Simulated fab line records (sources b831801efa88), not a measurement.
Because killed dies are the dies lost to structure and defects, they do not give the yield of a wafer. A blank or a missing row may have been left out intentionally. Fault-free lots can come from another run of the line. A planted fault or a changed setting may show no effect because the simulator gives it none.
fab line records	flow gf180mcu
record: lots: 13	wafers: 39	last_day: 34
route steps=602 shown V1@345 M3@410
lots with no fault: from the same line, run without faults
start_h: start of the lot's first displayed wafer, in hours after the record's first day	wait_h: hours since the lot's step before	" as in the row above	L1.1+2: a single row standing in for several wafers	- either no value or no given start	* or withheld: withheld	< > ~ a bound
route shown NAME@n: names a module that has steps shown in the file, with the first one's number in the route	usual: mean/standard deviation taken from wafers without a fault	same: alike in all rows	chamber/n: place in a boat	sites: readings site by site	_std_site: the standard deviation of these	_edge_site: inner sites' mean taken away from outer sites' mean	radius_mm: for every site, how far away it sits from the centre of the wafer	mask NAME#n: copy n	behind: the most recent tool/chamber to have shaped the wafer	hold: why the lot went on hold/how many hours it stayed there/how the hold came to an end	device: the transistor (n, p or np) that didn't switch	end of line: the route-end tests of the same wafers	a step with no rows: only its recipe	killed: the dies lost at the first sort to structure and to defects; this is not the yield of the wafer	map: shows each die of a wafer: x if killed, . if not, _ if none is there
set.NAME: the setting that was run; set.NAME@STEP: the one run at that earlier step	model.NAME: the simulator's own value behind a step, which no gauge read
a sample of lots followed through the steps of the route, with each step as a table and each wafer as a row
services: the hour from which a tool's chamber was out of use, counted from the record's first day as start_h (under 0 if before that day), plus the number of hours and why
== steps ==
step: GF_V1_SOFTBAKE_10
recipe: temp_c: 130	time_s: 60	resist: KrF
usual: heater_power_total_W: 93.05/0.061	plate_temp_C: 130.00/0.12
lot.wafer	tool	chamber	start_h	wait_h	heater_power_total_W	plate_temp_C
L888.3	litho_track-03	0	399	-	93.07	129.93
L888.4	"	0	"	"	93.00	129.82
L888.5	"	0	"	"	93.12	129.82
L891.1	litho_track-03	0	426	-	93.09	129.95
L891.3	"	0	"	"	93.09	129.85
L891.5	"	0	"	"	93.04	129.99
L892.2	litho_track-01	0	434	-	92.94	129.99
L892.4	"	0	"	"	93.06	130.06
L892.5	"	0	"	"	93.10	129.82
L893.1	litho_track-03	0	449	-	93.03	130.12
L893.4	"	0	"	"	93.04	129.99
L893.6	"	0	"	"	93.03	130.01
L894.3	litho_track-02	0	455	-	93.11	129.84
L894.5	"	0	"	"	93.06	129.85
L894.6	"	0	"	"	93.15	129.97
L895.2	litho_track-01	0	468	-	93.14	130.02
L895.3	"	0	"	"	93.07	129.85
L895.6	"	0	"	"	92.96	129.85
L896.3	litho_track-03	0	475	-	93.05	130.33
L896.4	"	0	"	"	93.14	130.02
L896.6	"	0	"	"	93.11	130.01
L902.4	litho_track-03	0	530	-	88.84	125.52
L902.5	"	0	"	"	88.92	125.50
L902.6	"	0	"	"	88.92	125.58
L903.2	litho_track-03	0	532	-	88.82	125.59
L903.4	"	0	"	"	88.82	125.41
L903.5	"	0	"	"	88.89	125.32
L904.2	litho_track-02	0	537	-	93.01	130.06
L904.4	"	0	"	"	93.04	129.93
L904.5	"	0	"	"	93.04	130.12
L905.4	litho_track-02	0	555	-	93.07	130.13
L905.5	"	0	556	-	93.09	129.96
L905.6	"	0	"	"	92.97	129.85
L909.1	litho_track-03	0	596	-	92.95	130.05
L909.2	"	0	"	"	93.03	130.12
L909.6	"	0	"	"	93.05	130.15
L910.1	litho_track-01	0	596	-	93.01	130.19
L910.2	"	0	"	"	93.09	130.08
L910.4	"	0	"	"	93.12	130.01
step: GF_V1_CD_MEAS_14
recipe: target_cd_nm: 260
usual: cd_nm: 259.7/1.3
lot.wafer	tool	chamber	start_h	wait_h	cd_nm
L888.3	cd_sem-01	-	411.61	0.1	259.0
L888.4	"	-	"	"	259.7
L888.5	"	-	"	"	258.1
L891.1	cd_sem-02	-	438.96	0.1	260.4
L891.3	"	-	"	"	259.8
L891.5	"	-	"	"	260.5
L892.2	cd_sem-02	-	446.53	0.1	258.3
L892.4	"	-	"	"	258.3
L892.5	"	-	"	"	257.2
L893.1	cd_sem-01	-	462.67	0.1	259.1
L893.4	"	-	"	"	258.9
L893.6	"	-	"	"	259.2
L894.3	cd_sem-02	-	466.26	0.1	261.4
L894.5	"	-	"	"	260.3
L894.6	"	-	"	"	259.6
L895.2	cd_sem-01	-	480.89	0.1	259.5
L895.3	"	-	"	"	258.8
L895.6	"	-	"	"	259.3
L896.3	cd_sem-02	-	487.90	0.1	257.2
L896.4	"	-	"	"	256.9
L896.6	"	-	"	"	258.0
L902.4	cd_sem-01	-	541.78	0.1	251.5
L902.5	"	-	"	"	249.4
L902.6	"	-	"	"	250.3
L903.2	cd_sem-02	-	543.22	0.1	247.6
L903.4	"	-	"	"	247.9
L903.5	"	-	"	"	248.5
L904.2	cd_sem-02	-	548.59	0.1	259.5
L904.4	"	-	"	"	258.2
L904.5	"	-	"	"	259.4
L905.4	cd_sem-02	-	566.88	0.1	259.5
L905.5	"	-	"	"	259.8
L905.6	"	-	"	"	260.8
L909.1	cd_sem-02	-	607.35	0.1	257.9
L909.2	"	-	"	"	258.5
L909.6	"	-	"	"	257.9
L910.1	cd_sem-02	-	607.70	0.1	259.4
L910.2	"	-	"	"	259.1
L910.4	"	-	"	"	259.9
step: GF_M3_SPUTTER_01
recipe: material: TiN	target_thk_nm: 30	power_w: 6500	time_s: 25	chamber_pressure_pa: 0.4
usual: chamber_pressure_pa: 0.4000/0.00081	throttle_valve_pct: 30.4/1.2
lot.wafer	tool	chamber	start_h	wait_h	chamber_pressure_pa	throttle_valve_pct
L888.3	pvd_sputter-04	-	465.22	0.1	0.3999	30.1
L888.4	"	-	"	"	0.4004	30.8
L888.5	"	-	"	"	0.3991	31.3
L891.1	pvd_sputter-02	-	492.48	0.1	0.4010	30.9
L891.3	"	-	"	"	0.4010	30.8
L891.5	"	-	"	"	0.4009	27.6
L892.2	pvd_sputter-04	-	500.26	0.1	0.3992	31.1
L892.4	"	-	"	"	0.4001	29.9
L892.5	"	-	"	"	0.3994	30.7
L893.1	pvd_sputter-02	-	515.32	0.1	0.4006	30.5
L893.4	"	-	"	"	0.4000	30.9
L893.6	"	-	"	"	0.4012	30.6
L894.3	pvd_sputter-02	-	517.95	0.1	0.3999	27.7
L894.5	"	-	"	"	0.4003	27.6
L894.6	"	-	"	"	0.3999	30.8
L895.2	pvd_sputter-01	-	532.89	0.1	0.3991	29.9
L895.3	"	-	"	"	0.4006	29.8
L895.6	"	-	"	"	0.4001	29.6
L896.3	pvd_sputter-02	-	539.60	0.1	0.4007	30.8
L896.4	"	-	"	"	0.3998	30.9
L896.6	"	-	"	"	0.4006	28.0
L902.4	pvd_sputter-02	-	591.52	0.1	0.4002	27.6
L902.5	"	-	"	"	0.4003	30.8
L902.6	"	-	"	"	0.4011	27.9
L903.2	pvd_sputter-04	-	592.23	0.1	0.3984	31.1
L903.4	"	-	"	"	0.3993	30.1
L903.5	"	-	"	"	0.3993	31.3
L904.2	pvd_sputter-02	-	597.16	0.1	0.4004	30.6
L904.4	"	-	"	"	0.3998	27.6
L904.5	"	-	"	"	0.3989	27.7
L905.4	pvd_sputter-04	-	614.48	0.1	0.3995	32.5
L905.5	"	-	"	"	0.4008	31.1
L905.6	"	-	"	"	0.4000	32.2
L909.1	pvd_sputter-02	-	653.18	0.1	0.4000	31.0
L909.2	"	-	"	"	0.4012	27.7
L909.6	"	-	"	"	0.4018	31.0
L910.1	pvd_sputter-01	-	653.83	0.1	0.4008	30.6
L910.2	"	-	"	"	0.4005	29.5
L910.4	"	-	"	"	0.3999	30.7
step: GF_M3_SPUTTER_02
recipe: material: AlCu	target_thk_nm: 450	power_w: 10600	time_s: 23.9	chamber_pressure_pa: 0.4
usual: chamber_pressure_pa: 0.3999/0.00075	throttle_valve_pct: 30.4/1.2
lot.wafer	tool	chamber	start_h	wait_h	chamber_pressure_pa	throttle_valve_pct
L888.3	pvd_sputter-04	-	465.25	0.0	0.4000	30.0
L888.4	"	-	"	"	0.3996	30.9
L888.5	"	-	"	"	0.3999	31.4
L891.1	pvd_sputter-02	-	492.51	0.0	0.3991	30.8
L891.3	"	-	"	"	0.4000	30.8
L891.5	"	-	"	"	0.3999	27.9
L892.2	pvd_sputter-04	-	500.29	0.0	0.3996	31.2
L892.4	"	-	"	"	0.3992	30.3
L892.5	"	-	"	"	0.3990	30.7
L893.1	pvd_sputter-02	-	515.35	0.0	0.3998	30.9
L893.4	"	-	"	"	0.4010	30.9
L893.6	"	-	"	"	0.3999	30.9
L894.3	pvd_sputter-02	-	517.98	0.0	0.3995	27.6
L894.5	"	-	"	"	0.3996	27.5
L894.6	"	-	"	"	0.3999	31.2
L895.2	pvd_sputter-01	-	532.92	0.0	0.4006	29.5
L895.3	"	-	"	"	0.4004	29.5
L895.6	"	-	"	"	0.4005	29.6
L896.3	pvd_sputter-02	-	539.63	0.0	0.4006	30.6
L896.4	"	-	"	"	0.3995	31.0
L896.6	"	-	"	"	0.3999	27.9
L902.4	pvd_sputter-02	-	591.55	0.0	0.4005	27.6
L902.5	"	-	"	"	0.4006	31.2
L902.6	"	-	"	"	0.3996	27.7
L903.2	pvd_sputter-04	-	592.27	0.0	0.4002	31.2
L903.4	"	-	"	"	0.4007	29.8
L903.5	"	-	"	"	0.3991	31.2
L904.2	pvd_sputter-02	-	597.19	0.0	0.3997	30.7
L904.4	"	-	"	"	0.4001	27.4
L904.5	"	-	"	"	0.3998	27.7
L905.4	pvd_sputter-04	-	614.51	0.0	0.3997	31.9
L905.5	"	-	"	"	0.4009	31.3
L905.6	"	-	"	"	0.3999	32.3
L909.1	pvd_sputter-02	-	653.21	0.0	0.3994	30.7
L909.2	"	-	"	"	0.4009	27.7
L909.6	"	-	"	"	0.4000	30.7
L910.1	pvd_sputter-01	-	653.86	0.0	0.3990	30.7
L910.2	"	-	"	"	0.3986	29.8
L910.4	"	-	"	"	0.4014	30.5
step: GF_M3_CD_MEAS_14
recipe: target_cd_nm: 280
usual: cd_nm: 279.8/1.5
lot.wafer	tool	chamber	start_h	wait_h	cd_nm
L888.3	cd_sem-01	-	489.60	0.1	281.2
L888.4	"	-	"	"	280.9
L888.5	"	-	"	"	280.5
L891.1	cd_sem-01	-	516.20	0.1	278.0
L891.3	"	-	"	"	279.3
L891.5	"	-	"	"	279.2
L892.2	cd_sem-01	-	523.87	0.1	280.4
L892.4	"	-	"	"	279.6
L892.5	"	-	"	"	279.1
L893.1	cd_sem-01	-	538.45	0.1	276.5
L893.4	"	-	"	"	276.2
L893.6	"	-	"	"	276.5
L894.3	cd_sem-01	-	541.29	0.1	280.2
L894.5	"	-	"	"	282.9
L894.6	"	-	"	"	281.1
L895.2	cd_sem-02	-	555.72	0.1	279.3
L895.3	"	-	"	"	279.2
L895.6	"	-	"	"	279.4
L896.3	cd_sem-01	-	562.39	0.1	281.0
L896.4	"	-	"	"	281.7
L896.6	"	-	"	"	280.6
L902.4	cd_sem-01	-	612.61	0.1	279.3
L902.5	"	-	"	"	279.3
L902.6	"	-	"	"	278.5
L903.2	cd_sem-02	-	613.17	0.1	278.6
L903.4	"	-	"	"	280.0
L903.5	"	-	"	"	281.5
L904.2	cd_sem-01	-	618.27	0.1	280.3
L904.4	"	-	"	"	280.6
L904.5	"	-	"	"	281.0
L905.4	cd_sem-01	-	635.71	0.1	280.1
L905.5	"	-	"	"	280.0
L905.6	"	-	"	"	281.0
L909.1	cd_sem-01	-	672.50	0.1	282.6
L909.2	"	-	"	"	282.6
L909.6	"	-	"	"	281.8
L910.1	cd_sem-02	-	672.85	0.1	278.8
L910.2	"	-	"	"	279.9
L910.4	"	-	"	"	279.0
== services ==
tool	chamber	start_h	hours	kind
pvd_sputter-01	-	492.64	5.8	repair
pvd_sputter-04	-	510.34	4.3	repair
pvd_sputter-02	-	557.98	23.9	repair
pvd_sputter-01	-	571.10	2.4	repair
pvd_sputter-04	-	598.99	1.2	repair
== key ==
first_sign: step: GF_V1_SOFTBAKE_10	reading: heater_power_total_W	direction: down	sigmas: 69	usual: 93.05	struck: 88.87
effect: step: GF_V1_SOFTBAKE_10	reading: plate_temp_C	direction: down	sigmas: 38	usual: *	struck: *
effect: step: GF_V1_CD_MEAS_14	reading: cd_nm	direction: down	sigmas: 8.3	usual: 259.7	struck: 249.2
met_at GF_V1_SOFTBAKE_10
struck_lots L902,L903
not_acting_at GF_M3_SPUTTER_01,GF_M3_SPUTTER_02,GF_M3_CD_MEAS_14
onset_between 475 530
fault: kind: process_parameter_drift	tool: litho_track-03	chamber: -	onset_h: 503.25	steps: GF_V1_SOFTBAKE_10	channel: temp_c	offset: *	shape: step	end_h: 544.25	acts_in: *	stated: *
